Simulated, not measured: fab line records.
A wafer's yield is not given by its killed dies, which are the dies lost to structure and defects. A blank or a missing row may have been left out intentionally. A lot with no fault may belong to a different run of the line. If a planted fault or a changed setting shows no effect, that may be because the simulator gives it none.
fab line records / flow sky130
record lots=6 wafers=18 lastDay=50
route steps=708 shown VT_ADJUST_LVTN@110 VT_ADJUST_NCORE@119 PAD_OPEN@708
lots untouched by any fault: they come from a run of this same line in which no faults occurred
startH: start of the lot's first displayed wafer, in hours after the record's first day / waitH: hours from the lot's prior step to this one / " repeats the value in the row above / L1.1+2: a row that stands for several wafers / - no value present, or no start provided / * or withheld: withheld / < > ~ a bound
route shown NAME@n: NAME is a module with steps in the file, n the number in the route of the first one / usual: the fault-free wafers' mean and standard deviation / same: alike in all rows / chamber/n: place in a boat / sites: per-site readings / _std_site: their standard deviation / _edge_site: inner sites' mean taken away from outer sites' mean / radiusMm: how far each site lies from the wafer's centre / mask NAME#n: copy n / behind: the tool/chamber that last shaped the wafer / hold: reason for holding the lot/hours on hold/outcome of the hold / device: names the non-switching transistor (n, p or np) / end of line: the route-end tests of the same wafers / where a step has no rows: the recipe by itself / killed: the dies lost at the first sort to structure and to defects; this is not the yield of the wafer / map: a wafer's dies, x killed, . not, _ none there
set.NAME: the setting the step ran with; set.NAME@STEP: the setting that earlier step ran with / model.NAME: the simulator's own value behind a step, which no gauge read
certain route steps with their lots: each step a table, each wafer a row
services: a tool's chamber out of use, with start hour (startH, from the record's first day; less than 0 if before it), hours out, and reason
## steps
# step SKY_VT_ADJUST_LVTN_COAT_13
# recipe resist=NOVOLAK spinRpm=3000 resistThkNm=1140
# step SKY_VT_ADJUST_LVTN_SOFTBAKE_14
# recipe tempC=90 timeS=60 resist=NOVOLAK
# step SKY_VT_ADJUST_LVTN_EXPOSE_15
# recipe maskId=HVN_STD_DERIVED na=0.6 sourceShape=conventional sigmaOuter=0.6 polarization=unpolarized targetCdNm=600 doseMj=163
# step SKY_VT_ADJUST_LVTN_PEB_16
# recipe tempC=withheld timeS=* resist=NOVOLAK
# step SKY_VT_ADJUST_LVTN_DEVELOP_17
# recipe resist=NOVOLAK developer=TMAH developTimeS=60 devTempC=23
# step SKY_VT_ADJUST_LVTN_OVL_MEAS_18
# usual VT_ADJUST_LVTN_01_OVL=0.3/1.1
lot.wafer=L341.1 tool=overlay-01 chamber=- startH=226.68 waitH=0.1 VT_ADJUST_LVTN_01_OVL[nm]=-0.6
lot.wafer=L341.2 tool=overlay-01 chamber=- startH=226.68 waitH=0.1 VT_ADJUST_LVTN_01_OVL[nm]=0.3
lot.wafer=L341.3 tool=overlay-01 chamber=- startH=226.68 waitH=0.1 VT_ADJUST_LVTN_01_OVL[nm]=-0.6
lot.wafer=L343.3 tool=overlay-01 chamber=- startH=238.95 waitH=0.1 VT_ADJUST_LVTN_01_OVL[nm]=2.3
lot.wafer=L343.4 tool=overlay-01 chamber=- startH=238.95 waitH=0.1 VT_ADJUST_LVTN_01_OVL[nm]=2.0
lot.wafer=L343.5 tool=overlay-01 chamber=- startH=238.95 waitH=0.1 VT_ADJUST_LVTN_01_OVL[nm]=2.3
lot.wafer=L349.2 tool=overlay-01 chamber=- startH=283.49 waitH=0.1 VT_ADJUST_LVTN_01_OVL[nm]=1.0
lot.wafer=L349.5 tool=overlay-01 chamber=- startH=283.49 waitH=0.1 VT_ADJUST_LVTN_01_OVL[nm]=1.0
lot.wafer=L349.6 tool=overlay-01 chamber=- startH=283.49 waitH=0.1 VT_ADJUST_LVTN_01_OVL[nm]=2.0
lot.wafer=L351.2 tool=overlay-02 chamber=- startH=294.25 waitH=0.1 VT_ADJUST_LVTN_01_OVL[nm]=1.7
lot.wafer=L351.4 tool=overlay-02 chamber=- startH=294.25 waitH=0.1 VT_ADJUST_LVTN_01_OVL[nm]=2.2
lot.wafer=L351.6 tool=overlay-02 chamber=- startH=294.25 waitH=0.1 VT_ADJUST_LVTN_01_OVL[nm]=2.3
lot.wafer=L352.2 tool=overlay-02 chamber=- startH=295.15 waitH=0.1 VT_ADJUST_LVTN_01_OVL[nm]=0.2
lot.wafer=L352.3 tool=overlay-02 chamber=- startH=295.15 waitH=0.1 VT_ADJUST_LVTN_01_OVL[nm]=-0.4
lot.wafer=L352.4 tool=overlay-02 chamber=- startH=295.15 waitH=0.1 VT_ADJUST_LVTN_01_OVL[nm]=-0.4
lot.wafer=L353.1 tool=overlay-02 chamber=- startH=304.79 waitH=0.1 VT_ADJUST_LVTN_01_OVL[nm]=0.4
lot.wafer=L353.2 tool=overlay-02 chamber=- startH=304.79 waitH=0.1 VT_ADJUST_LVTN_01_OVL[nm]=-1.3
lot.wafer=L353.6 tool=overlay-02 chamber=- startH=304.79 waitH=0.1 VT_ADJUST_LVTN_01_OVL[nm]=-1.0
# step SKY_VT_ADJUST_LVTN_IMPLANT_19
# recipe species=B energyKev=30 doseCm2=6.5e+11 tiltDeg=withheld
# step SKY_VT_ADJUST_LVTN_STRIP_20
# recipe chemistry=O2/N2 powerW=1400 pressureMtorr=1500 platenTempC=withheld o2FlowSccm=3000 n2FlowSccm=300 overashFraction=0.5
# usual drypumpMotorCurrentA=5.6/0.48 oesProductAu=0.716/0.0045 stripTimeToEndpointS=14.16/0.044
lot.wafer=L341.1 tool=plasmaAsher-04 chamber=0 startH=226.87 waitH=0.1 drypumpMotorCurrentA=5.9 oesProductAu=0.722 rfHoursCounterH=42 stripTimeToEndpointS=14.18
lot.wafer=L341.2 tool=plasmaAsher-04 chamber=1 startH=226.87 waitH=0.1 drypumpMotorCurrentA=4.9 oesProductAu=0.711 rfHoursCounterH=42 stripTimeToEndpointS=14.12
lot.wafer=L341.3 tool=plasmaAsher-04 chamber=0 startH=226.87 waitH=0.1 drypumpMotorCurrentA=5.9 oesProductAu=0.713 rfHoursCounterH=- stripTimeToEndpointS=14.17
lot.wafer=L343.3 tool=plasmaAsher-04 chamber=0 startH=239.15 waitH=0.1 drypumpMotorCurrentA=5.9 oesProductAu=0.715 rfHoursCounterH=- stripTimeToEndpointS=14.15
lot.wafer=L343.4 tool=plasmaAsher-04 chamber=1 startH=239.15 waitH=0.1 drypumpMotorCurrentA=4.9 oesProductAu=0.722 rfHoursCounterH=- stripTimeToEndpointS=14.13
lot.wafer=L343.5 tool=plasmaAsher-04 chamber=1 startH=239.15 waitH=0.1 drypumpMotorCurrentA=4.9 oesProductAu=0.711 rfHoursCounterH=- stripTimeToEndpointS=14.14
lot.wafer=L349.2 tool=plasmaAsher-01 chamber=1 startH=283.67 waitH=0.1 drypumpMotorCurrentA=5.0 oesProductAu=0.722 rfHoursCounterH=60 stripTimeToEndpointS=14.17
lot.wafer=L349.5 tool=plasmaAsher-01 chamber=0 startH=283.67 waitH=0.1 drypumpMotorCurrentA=6.4 oesProductAu=0.714 rfHoursCounterH=- stripTimeToEndpointS=14.15
lot.wafer=L349.6 tool=plasmaAsher-01 chamber=1 startH=283.67 waitH=0.1 drypumpMotorCurrentA=5.0 oesProductAu=0.713 rfHoursCounterH=- stripTimeToEndpointS=14.20
lot.wafer=L351.2 tool=plasmaAsher-04 chamber=1 startH=294.43 waitH=0.1 drypumpMotorCurrentA=5.0 oesProductAu=0.712 rfHoursCounterH=49 stripTimeToEndpointS=14.28
lot.wafer=L351.4 tool=plasmaAsher-04 chamber=1 startH=294.43 waitH=0.1 drypumpMotorCurrentA=5.1 oesProductAu=0.717 rfHoursCounterH=- stripTimeToEndpointS=14.26
lot.wafer=L351.6 tool=plasmaAsher-04 chamber=1 startH=294.43 waitH=0.1 drypumpMotorCurrentA=5.0 oesProductAu=0.709 rfHoursCounterH=- stripTimeToEndpointS=14.24
lot.wafer=L352.2 tool=plasmaAsher-03 chamber=1 startH=295.33 waitH=0.1 drypumpMotorCurrentA=5.6 oesProductAu=0.712 rfHoursCounterH=17 stripTimeToEndpointS=14.25
lot.wafer=L352.3 tool=plasmaAsher-03 chamber=1 startH=295.33 waitH=0.1 drypumpMotorCurrentA=5.6 oesProductAu=0.718 rfHoursCounterH=- stripTimeToEndpointS=14.17
lot.wafer=L352.4 tool=plasmaAsher-03 chamber=0 startH=295.33 waitH=0.1 drypumpMotorCurrentA=5.9 oesProductAu=0.711 rfHoursCounterH=- stripTimeToEndpointS=14.20
lot.wafer=L353.1 tool=plasmaAsher-04 chamber=0 startH=304.98 waitH=0.1 drypumpMotorCurrentA=5.9 oesProductAu=0.715 rfHoursCounterH=50 stripTimeToEndpointS=14.13
lot.wafer=L353.2 tool=plasmaAsher-04 chamber=1 startH=304.98 waitH=0.1 drypumpMotorCurrentA=5.0 oesProductAu=0.713 rfHoursCounterH=50 stripTimeToEndpointS=14.17
lot.wafer=L353.6 tool=plasmaAsher-04 chamber=1 startH=304.98 waitH=0.1 drypumpMotorCurrentA=4.9 oesProductAu=0.716 rfHoursCounterH=- stripTimeToEndpointS=14.14
# step SKY_VT_ADJUST_LVTN_TW_MEAS_21
# usual VT_ADJUST_LVTN_2_TW=187.6/1.2
lot.wafer=L341.1 tool=filmMetro-01 chamber=- startH=226.97 waitH=0.1 VT_ADJUST_LVTN_2_TW=186.5
lot.wafer=L341.2 tool=filmMetro-01 chamber=- startH=226.97 waitH=0.1 VT_ADJUST_LVTN_2_TW=185.2
lot.wafer=L341.3 tool=filmMetro-01 chamber=- startH=226.97 waitH=0.1 VT_ADJUST_LVTN_2_TW=185.9
lot.wafer=L343.3 tool=filmMetro-03 chamber=- startH=239.24 waitH=0.1 VT_ADJUST_LVTN_2_TW=187.5
lot.wafer=L343.4 tool=filmMetro-03 chamber=- startH=239.24 waitH=0.1 VT_ADJUST_LVTN_2_TW=187.6
lot.wafer=L343.5 tool=filmMetro-03 chamber=- startH=239.24 waitH=0.1 VT_ADJUST_LVTN_2_TW=187.0
lot.wafer=L349.2 tool=filmMetro-02 chamber=- startH=283.78 waitH=0.1 VT_ADJUST_LVTN_2_TW=187.4
lot.wafer=L349.5 tool=filmMetro-02 chamber=- startH=283.78 waitH=0.1 VT_ADJUST_LVTN_2_TW=188.2
lot.wafer=L349.6 tool=filmMetro-02 chamber=- startH=283.78 waitH=0.1 VT_ADJUST_LVTN_2_TW=187.9
lot.wafer=L351.2 tool=filmMetro-01 chamber=- startH=294.54 waitH=0.1 VT_ADJUST_LVTN_2_TW=186.5
lot.wafer=L351.4 tool=filmMetro-01 chamber=- startH=294.54 waitH=0.1 VT_ADJUST_LVTN_2_TW=186.7
lot.wafer=L351.6 tool=filmMetro-01 chamber=- startH=294.54 waitH=0.1 VT_ADJUST_LVTN_2_TW=186.6
lot.wafer=L352.2 tool=filmMetro-01 chamber=- startH=295.44 waitH=0.1 VT_ADJUST_LVTN_2_TW=187.3
lot.wafer=L352.3 tool=filmMetro-01 chamber=- startH=295.44 waitH=0.1 VT_ADJUST_LVTN_2_TW=187.0
lot.wafer=L352.4 tool=filmMetro-01 chamber=- startH=295.44 waitH=0.1 VT_ADJUST_LVTN_2_TW=187.1
lot.wafer=L353.1 tool=filmMetro-02 chamber=- startH=305.08 waitH=0.1 VT_ADJUST_LVTN_2_TW=188.1
lot.wafer=L353.2 tool=filmMetro-02 chamber=- startH=305.08 waitH=0.1 VT_ADJUST_LVTN_2_TW=188.0
lot.wafer=L353.6 tool=filmMetro-02 chamber=- startH=305.08 waitH=0.1 VT_ADJUST_LVTN_2_TW=188.1
# step SKY_VT_ADJUST_NCORE_DEHYDRATE_00
# recipe tempC=200 timeS=60
# step SKY_VT_ADJUST_NCORE_HMDS_01
# recipe primeTimeS=60 primeTempC=120
# step SKY_VT_ADJUST_NCORE_COAT_02
# recipe resist=NOVOLAK spinRpm=3000 resistThkNm=1121
# step SKY_VT_ADJUST_NCORE_SOFTBAKE_03
# recipe tempC=90 timeS=60 resist=NOVOLAK
# usual heaterPowerTotalW=56.60/0.043 runLengthS=89.12/0.16
lot.wafer=L341.1 tool=lithoTrack-02 chamber=0 startH=238.35 waitH=0.1 heaterPowerTotalW=58.83 runLengthS=82.43
lot.wafer=L341.2 tool=lithoTrack-02 chamber=0 startH=238.35 waitH=0.1 heaterPowerTotalW=58.95 runLengthS=82.63
lot.wafer=L341.3 tool=lithoTrack-02 chamber=0 startH=238.35 waitH=0.1 heaterPowerTotalW=58.93 runLengthS=82.45
lot.wafer=L343.3 tool=lithoTrack-02 chamber=0 startH=251.80 waitH=0.1 heaterPowerTotalW=58.88 runLengthS=82.45
lot.wafer=L343.4 tool=lithoTrack-02 chamber=0 startH=251.80 waitH=0.1 heaterPowerTotalW=58.94 runLengthS=82.56
lot.wafer=L343.5 tool=lithoTrack-02 chamber=0 startH=251.80 waitH=0.1 heaterPowerTotalW=58.89 runLengthS=82.42
lot.wafer=L349.2 tool=lithoTrack-01 chamber=0 startH=295.43 waitH=0.1 heaterPowerTotalW=56.59 runLengthS=89.22
lot.wafer=L349.5 tool=lithoTrack-01 chamber=0 startH=295.43 waitH=0.1 heaterPowerTotalW=56.58 runLengthS=89.35
lot.wafer=L349.6 tool=lithoTrack-01 chamber=0 startH=295.43 waitH=0.1 heaterPowerTotalW=56.59 runLengthS=89.22
lot.wafer=L351.2 tool=lithoTrack-02 chamber=0 startH=307.17 waitH=0.1 heaterPowerTotalW=56.61 runLengthS=89.19
lot.wafer=L351.4 tool=lithoTrack-02 chamber=0 startH=307.17 waitH=0.1 heaterPowerTotalW=56.70 runLengthS=89.13
lot.wafer=L351.6 tool=lithoTrack-02 chamber=0 startH=307.17 waitH=0.1 heaterPowerTotalW=56.57 runLengthS=89.01
lot.wafer=L352.2 tool=lithoTrack-04 chamber=0 startH=309.25 waitH=0.1 heaterPowerTotalW=56.56 runLengthS=89.32
lot.wafer=L352.3 tool=lithoTrack-04 chamber=0 startH=309.25 waitH=0.1 heaterPowerTotalW=56.58 runLengthS=89.13
lot.wafer=L352.4 tool=lithoTrack-04 chamber=0 startH=309.25 waitH=0.1 heaterPowerTotalW=56.61 runLengthS=89.04
lot.wafer=L353.1 tool=lithoTrack-01 chamber=0 startH=317.61 waitH=0.1 heaterPowerTotalW=56.59 runLengthS=89.16
lot.wafer=L353.2 tool=lithoTrack-01 chamber=0 startH=317.61 waitH=0.1 heaterPowerTotalW=56.54 runLengthS=89.39
lot.wafer=L353.6 tool=lithoTrack-01 chamber=0 startH=317.61 waitH=0.1 heaterPowerTotalW=56.61 runLengthS=89.36
# step SKY_VT_ADJUST_NCORE_EXPOSE_04
# recipe maskId=LVTN_COMPLEMENT_THIN na=0.6 sourceShape=conventional sigmaOuter=0.6 polarization=unpolarized targetCdNm=380 doseMj=139
# step SKY_PAD_OPEN_PROBE_99
# usual killed_at_M0_to_M3=44/6.9 killed_at_M4_up=3.3/1.7 killedAtContacts=24/4.7 killedAtFrontEnd=15/4.5 killedAtOther=0.2/0.49 killedDies=86/8.4 killedOnRim=17/4.2 killedOpen=47/6.5 killedShort=39/6
# same grossDies=492 killedAtBackSide=0
lot.wafer=L341.1 tool=prober-01 chamber=- startH=1135.94 waitH=0.1 killed_at_M0_to_M3=41 killed_at_M4_up=6 killedAtContacts=29 killedAtFrontEnd=22 killedAtOther=0 killedDies=98 killedOnRim=20 killedOpen=51 killedShort=47
lot.wafer=L341.2 tool=prober-01 chamber=- startH=1135.99 waitH=0.1 killed_at_M0_to_M3=34 killed_at_M4_up=3 killedAtContacts=19 killedAtFrontEnd=11 killedAtOther=0 killedDies=67 killedOnRim=13 killedOpen=44 killedShort=23
lot.wafer=L341.3 tool=prober-01 chamber=- startH=1136.04 waitH=0.2 killed_at_M0_to_M3=37 killed_at_M4_up=7 killedAtContacts=31 killedAtFrontEnd=19 killedAtOther=1 killedDies=95 killedOnRim=20 killedOpen=52 killedShort=43
lot.wafer=L343.3 tool=prober-01 chamber=- startH=1147.56 waitH=0.2 killed_at_M0_to_M3=55 killed_at_M4_up=2 killedAtContacts=20 killedAtFrontEnd=23 killedAtOther=0 killedDies=100 killedOnRim=13 killedOpen=54 killedShort=46
lot.wafer=L343.4 tool=prober-01 chamber=- startH=1147.61 waitH=0.2 killed_at_M0_to_M3=45 killed_at_M4_up=3 killedAtContacts=29 killedAtFrontEnd=16 killedAtOther=0 killedDies=93 killedOnRim=19 killedOpen=50 killedShort=41
lot.wafer=L343.5 tool=prober-01 chamber=- startH=1147.66 waitH=0.2 killed_at_M0_to_M3=48 killed_at_M4_up=1 killedAtContacts=22 killedAtFrontEnd=15 killedAtOther=0 killedDies=86 killedOnRim=18 killedOpen=49 killedShort=37
lot.wafer=L349.2 tool=prober-02 chamber=- startH=1176.69 waitH=0.1 killed_at_M0_to_M3=44 killed_at_M4_up=3 killedAtContacts=22 killedAtFrontEnd=10 killedAtOther=0 killedDies=79 killedOnRim=14 killedOpen=34 killedShort=45
lot.wafer=L349.5 tool=prober-02 chamber=- startH=1176.84 waitH=0.2 killed_at_M0_to_M3=46 killed_at_M4_up=5 killedAtContacts=27 killedAtFrontEnd=17 killedAtOther=0 killedDies=95 killedOnRim=22 killedOpen=51 killedShort=44
lot.wafer=L349.6 tool=prober-02 chamber=- startH=1176.89 waitH=0.2 killed_at_M0_to_M3=41 killed_at_M4_up=2 killedAtContacts=22 killedAtFrontEnd=16 killedAtOther=0 killedDies=81 killedOnRim=21 killedOpen=50 killedShort=31
lot.wafer=L351.2 tool=prober-02 chamber=- startH=1183.98 waitH=0.1 killed_at_M0_to_M3=46 killed_at_M4_up=1 killedAtContacts=23 killedAtFrontEnd=10 killedAtOther=0 killedDies=80 killedOnRim=15 killedOpen=41 killedShort=39
lot.wafer=L351.4 tool=prober-02 chamber=- startH=1184.08 waitH=0.2 killed_at_M0_to_M3=53 killed_at_M4_up=3 killedAtContacts=25 killedAtFrontEnd=20 killedAtOther=0 killedDies=101 killedOnRim=17 killedOpen=60 killedShort=41
lot.wafer=L351.6 tool=prober-02 chamber=- startH=1184.18 waitH=0.2 killed_at_M0_to_M3=52 killed_at_M4_up=7 killedAtContacts=35 killedAtFrontEnd=14 killedAtOther=0 killedDies=108 killedOnRim=18 killedOpen=60 killedShort=48
lot.wafer=L352.2 tool=prober-02 chamber=- startH=1188.39 waitH=0.1 killed_at_M0_to_M3=42 killed_at_M4_up=2 killedAtContacts=24 killedAtFrontEnd=16 killedAtOther=0 killedDies=84 killedOnRim=12 killedOpen=46 killedShort=38
lot.wafer=L352.3 tool=prober-02 chamber=- startH=1188.44 waitH=0.2 killed_at_M0_to_M3=40 killed_at_M4_up=5 killedAtContacts=27 killedAtFrontEnd=11 killedAtOther=1 killedDies=84 killedOnRim=14 killedOpen=51 killedShort=33
lot.wafer=L352.4 tool=prober-02 chamber=- startH=1188.49 waitH=0.2 killed_at_M0_to_M3=34 killed_at_M4_up=6 killedAtContacts=21 killedAtFrontEnd=17 killedAtOther=0 killedDies=78 killedOnRim=16 killedOpen=47 killedShort=31
lot.wafer=L353.1 tool=prober-01 chamber=- startH=1192.06 waitH=0.1 killed_at_M0_to_M3=52 killed_at_M4_up=1 killedAtContacts=26 killedAtFrontEnd=25 killedAtOther=0 killedDies=104 killedOnRim=26 killedOpen=57 killedShort=47
lot.wafer=L353.2 tool=prober-01 chamber=- startH=1192.11 waitH=0.1 killed_at_M0_to_M3=61 killed_at_M4_up=3 killedAtContacts=13 killedAtFrontEnd=15 killedAtOther=2 killedDies=94 killedOnRim=21 killedOpen=53 killedShort=41
lot.wafer=L353.6 tool=prober-01 chamber=- startH=1192.31 waitH=0.2 killed_at_M0_to_M3=37 killed_at_M4_up=5 killedAtContacts=25 killedAtFrontEnd=23 killedAtOther=0 killedDies=90 killedOnRim=18 killedOpen=49 killedShort=41
# killed by level:class
L341.1 CONTACT:geometricParticle:open=12 CONTACT:geometricParticle:short=8 VIA3:geometricParticle:open=7 METAL2:geometricParticle:short=6 METAL4:geometricParticle:short=6 LI_CONTACT:geometricParticle:open=5 VIA1:geometricParticle:open=5 METAL2:geometricParticle:open=5
L341.2 VIA2:geometricParticle:open=9 VIA3:geometricParticle:open=9 CONTACT:geometricParticle:open=6 VIA1:geometricParticle:open=6 FIELD_ISO:geometricParticle:short=4 LI_CONTACT:geometricParticle:open=4 CONTACT:geometricParticle:short=3 METAL4:geometricParticle:short=3
L341.3 LI_CONTACT:geometricParticle:open=9 CONTACT:geometricParticle:open=9 VIA1:geometricParticle:open=9 LI_CONTACT:geometricParticle:short=7 FIELD_ISO:geometricParticle:open=5 POLY_GATE:geometricParticle:open=5 METAL1:geometricParticle:short=5 VIA3:geometricParticle:open=5
L343.3 VIA1:geometricParticle:open=13 LI_CONTACT:geometricParticle:open=11 METAL1:geometricParticle:short=9 FIELD_ISO:geometricParticle:open=7 FIELD_ISO:geometricParticle:short=6 METAL2:geometricParticle:short=6 VIA3:geometricParticle:open=6 VIA1:geometricParticle:short=5
L343.4 CONTACT:geometricParticle:open=12 LI_CONTACT:geometricParticle:open=9 VIA2:geometricParticle:open=9 FIELD_ISO:geometricParticle:short=7 METAL1:geometricParticle:short=6 LOCAL_INTERCONNECT:geometricParticle:short=5 VIA1:geometricParticle:open=5 METAL2:geometricParticle:short=5
L343.5 LI_CONTACT:geometricParticle:open=10 VIA1:geometricParticle:open=10 VIA3:geometricParticle:open=8 VIA3:geometricParticle:short=7 VIA2:geometricParticle:open=6 FIELD_ISO:geometricParticle:open=4 CONTACT:geometricParticle:open=4 METAL2:geometricParticle:short=4
L349.2 LOCAL_INTERCONNECT:geometricParticle:short=9 VIA1:geometricParticle:open=8 POLY_GATE:geometricParticle:short=7 CONTACT:geometricParticle:open=7 VIA1:geometricParticle:short=5 VIA2:geometricParticle:open=5 VIA3:geometricParticle:short=5 METAL3:geometricParticle:short=4
L349.5 VIA1:geometricParticle:open=11 LI_CONTACT:geometricParticle:open=9 POLY_GATE:geometricParticle:open=7 LOCAL_INTERCONNECT:geometricParticle:short=7 CONTACT:geometricParticle:open=6 VIA2:geometricParticle:open=6 VIA1:geometricParticle:short=6 METAL1:geometricParticle:short=5
L349.6 VIA1:geometricParticle:open=9 CONTACT:geometricParticle:open=9 VIA2:geometricParticle:short=8 FIELD_ISO:geometricParticle:open=7 VIA2:geometricParticle:open=6 VIA3:geometricParticle:open=6 LI_CONTACT:geometricParticle:open=5 LOCAL_INTERCONNECT:geometricParticle:short=4
L351.2 CONTACT:geometricParticle:open=11 VIA2:geometricParticle:short=10 VIA2:geometricParticle:open=7 VIA1:geometricParticle:open=7 LI_CONTACT:geometricParticle:open=6 CONTACT:geometricParticle:short=4 METAL2:geometricParticle:short=4 METAL3:geometricParticle:short=4
L351.4 CONTACT:geometricParticle:open=14 VIA1:geometricParticle:open=12 FIELD_ISO:geometricParticle:open=7 VIA3:geometricParticle:open=7 VIA2:geometricParticle:short=7 METAL2:geometricParticle:short=6 FIELD_ISO:geometricParticle:short=5 VIA1:geometricParticle:short=5
L351.6 CONTACT:geometricParticle:open=16 VIA1:geometricParticle:open=16 LI_CONTACT:geometricParticle:open=8 METAL4:geometricParticle:short=7 METAL1:geometricParticle:short=6 FIELD_ISO:geometricParticle:open=5 LI_CONTACT:geometricParticle:short=5 METAL2:geometricParticle:short=5
L352.2 VIA1:geometricParticle:open=10 LI_CONTACT:geometricParticle:open=10 VIA3:geometricParticle:open=6 VIA1:geometricParticle:short=6 FIELD_ISO:geometricParticle:short=5 CONTACT:geometricParticle:open=5 METAL1:geometricParticle:short=5 METAL2:geometricParticle:short=5
L352.3 LI_CONTACT:geometricParticle:open=12 VIA1:geometricParticle:open=10 VIA2:geometricParticle:open=8 LOCAL_INTERCONNECT:geometricParticle:short=7 VIA2:geometricParticle:short=5 VIA3:geometricParticle:open=5 CONTACT:geometricParticle:open=4 VIA1:geometricParticle:short=4
L352.4 CONTACT:geometricParticle:open=8 VIA1:geometricParticle:open=8 FIELD_ISO:geometricParticle:open=6 LI_CONTACT:geometricParticle:open=6 VIA3:geometricParticle:open=6 VIA2:geometricParticle:short=6 METAL2:geometricParticle:short=4 METAL4:geometricParticle:short=4
L353.1 FIELD_ISO:geometricParticle:short=10 LI_CONTACT:geometricParticle:open=10 VIA1:geometricParticle:open=9 VIA2:geometricParticle:short=8 VIA3:geometricParticle:open=8 POLY_GATE:geometricParticle:open=7 CONTACT:geometricParticle:open=7 VIA2:geometricParticle:open=5
L353.2 VIA1:geometricParticle:open=19 METAL2:geometricParticle:short=8 VIA2:geometricParticle:open=8 POLY_GATE:geometricParticle:open=6 VIA3:geometricParticle:open=5 CONTACT:geometricParticle:open=5 METAL1:geometricParticle:short=4 VIA1:geometricParticle:short=4
L353.6 VIA1:geometricParticle:open=9 VIA3:geometricParticle:open=8 FIELD_ISO:geometricParticle:open=7 CONTACT:geometricParticle:open=7 FIELD_ISO:geometricParticle:short=6 METAL4:geometricParticle:short=5 CONTACT:geometricParticle:short=5 LI_CONTACT:geometricParticle:open=5
## services
tool=plasmaAsher-01 chamber=- startH=228.18 hours=14.6 kind=pm
tool=plasmaAsher-01 chamber=- startH=271.71 hours=2.8 kind=pm
tool=plasmaAsher-04 chamber=- startH=281.48 hours=5.6 kind=repair
tool=plasmaAsher-03 chamber=- startH=281.94 hours=2.9 kind=repair
tool=plasmaAsher-03 chamber=- startH=283.02 hours=4.3 kind=repair
tool=plasmaAsher-01 chamber=- startH=284.23 hours=0.6 kind=repair
tool=plasmaAsher-01 chamber=- startH=308.17 hours=28.1 kind=pm
## key
firstSign step=SKY_VT_ADJUST_NCORE_SOFTBAKE_03 reading=heaterPowerTotalW direction=up sigmas=53 usual=* struck=*
effect step=SKY_VT_ADJUST_NCORE_SOFTBAKE_03 reading=runLengthS direction=down sigmas=42 usual=* struck=*
metAt SKY_VT_ADJUST_NCORE_SOFTBAKE_03
struckWafers L341.1,L341.2,L341.3,L343.3,L343.4,L343.5
testerLeftOut L341,L343
fault kind=processParameterDrift tool=lithoTrack-02 chamber=- onsetH=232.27 steps=SKY_VT_ADJUST_NCORE_SOFTBAKE_03 channel=timeS offset=* shape=step endH=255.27 actsIn=* stated=*
# testerLeftOut: of these lots the tester's yield and bins aren't shown, on N5 and GAA mostly nor the transistor test; their killed dies are dies lost to structure and defects alone, not to doping, threshold or leakage, so they don't give the yield
